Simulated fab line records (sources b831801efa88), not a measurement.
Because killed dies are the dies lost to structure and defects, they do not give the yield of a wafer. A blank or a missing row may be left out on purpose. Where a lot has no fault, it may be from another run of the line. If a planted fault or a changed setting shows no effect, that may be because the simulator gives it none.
A lot that was struck, set against a sound lot    flow sfq-line    14 steps out of a route of 325
Sound: the wafers L688.1, L688.2, L688.5. Struck: wafers L698.2, L698.4. (L698.6 of the same lot was not struck and is left out.) The cause comes at the end.
At each step with rows: each side's tool, then ch and its chambers, then its first start. Under that, the readings that differ: sound wafers    struck wafers    difference of the means    sigmas: that difference in standard deviations of wafers without a fault.
alike: same words and numbers on both sides, and readings whose means sit less than 2 such deviations apart. not compared: any withheld reading, any reading some wafer has no value for, any bound like >300 that may hide the same value, and any number with overlapping values for which the record gives no deviation.
The two part at a step that has a row with sigmas, a row that says differs or no value, or rows on one side only. Numbers that have no deviation but don't overlap get no sigmas and don't part them. A reading that every wafer of one side lacks parts them only if that side has two wafers or more.

first, 2 steps without rows for these wafers: SFQ_TRILAYER_I0_VIA_STRIP_SOLV_CLEAN_036 (cleans in NMP, time 600 s); SFQ_TRILAYER_M1_DEP_PRE_CLEAN_038 (time 22.5 s).
SFQ_TRILAYER_M1_DEP_SPUTTER_037: material Nb, target thk 200 nm, time 133.3 s.
  sound: pvd-sputter-06 at day 18 23:31; struck: pvd-sputter-04 at day 22 14:05
  alike: base-pressure-pa, throttle-valve-pct
SFQ_M1_RS_MEAS_909: uses a four-point probe to measure.
  sound: film-metro-04 at day 18 23:36; struck: film-metro-01 at day 22 14:12
  alike: M1_NB_RS
then, 6 steps without rows for these wafers: SFQ_TRILAYER_M1_LITHO_COAT_044 (resist thk 62 nm); SFQ_TRILAYER_M1_LITHO_COAT_039 (resist thk 600 nm); SFQ_TRILAYER_M1_LITHO_SOFTBAKE_043; SFQ_TRILAYER_M1_LITHO_EXPOSE_040 (exposes mask M1, target cd 500 nm); SFQ_TRILAYER_M1_LITHO_PEB_042 (peb time 60 s); SFQ_TRILAYER_M1_LITHO_DEVELOP_041 (time 60 s).
-- the record jumps here: 6 days lie between the struck wafers' starts before and after --
SFQ_M1_OVL_MEAS_911:
  sound: overlay-02 at day 19 02:02; struck: overlay-02 at day 28 09:56
  alike: M1_OVL
SFQ_TRILAYER_M1_BARC_OPEN_METAL_ETCH_054: etches BARC in O2, target depth 125 nm, time 41.7 s.
  sound on rie-metal-03 ch 0,1, day 19 02:04; struck on rie-metal-03 ch 0, day 28 09:58
reading                                              sound            struck     difference  sigmas
model.KrF_of_TRILAYER_M1_LITHO_COAT_039.thk-nm (nm)  521.5 521 522.6  529 529.6  +8          
  alike: drypump-motor-current-A, oes-product-au
  not compared: rf-hours-counter-h
SFQ_TRILAYER_M1_ETCH_METAL_ETCH_042: etches Nb in Cl2/Ar, stops on SiO2, target depth 240 nm, time 120 s.
  sound on rie-metal-03 ch 0,1, day 19 02:08; struck on rie-metal-03 ch 0, day 28 10:02
reading                                              sound            struck       difference  sigmas
model.KrF_of_TRILAYER_M1_LITHO_COAT_039.thk-nm (nm)  380 379.5 382.7  386.7 386.8  +6.0        
  alike: drypump-motor-current-A, oes-product-au
  not compared: rf-hours-counter-h
SFQ_TRILAYER_M1_STRIP_STRIP_043: strips in O2.
  sound on rie-metal-03 ch 0,1, day 19 02:15; struck on rie-metal-03 ch 0, day 28 10:09
  alike: drypump-motor-current-A, oes-product-au
  not compared: rf-hours-counter-h

## WHERE THEY PART
Nowhere in this record.

WHY: the cause the simulator had injected
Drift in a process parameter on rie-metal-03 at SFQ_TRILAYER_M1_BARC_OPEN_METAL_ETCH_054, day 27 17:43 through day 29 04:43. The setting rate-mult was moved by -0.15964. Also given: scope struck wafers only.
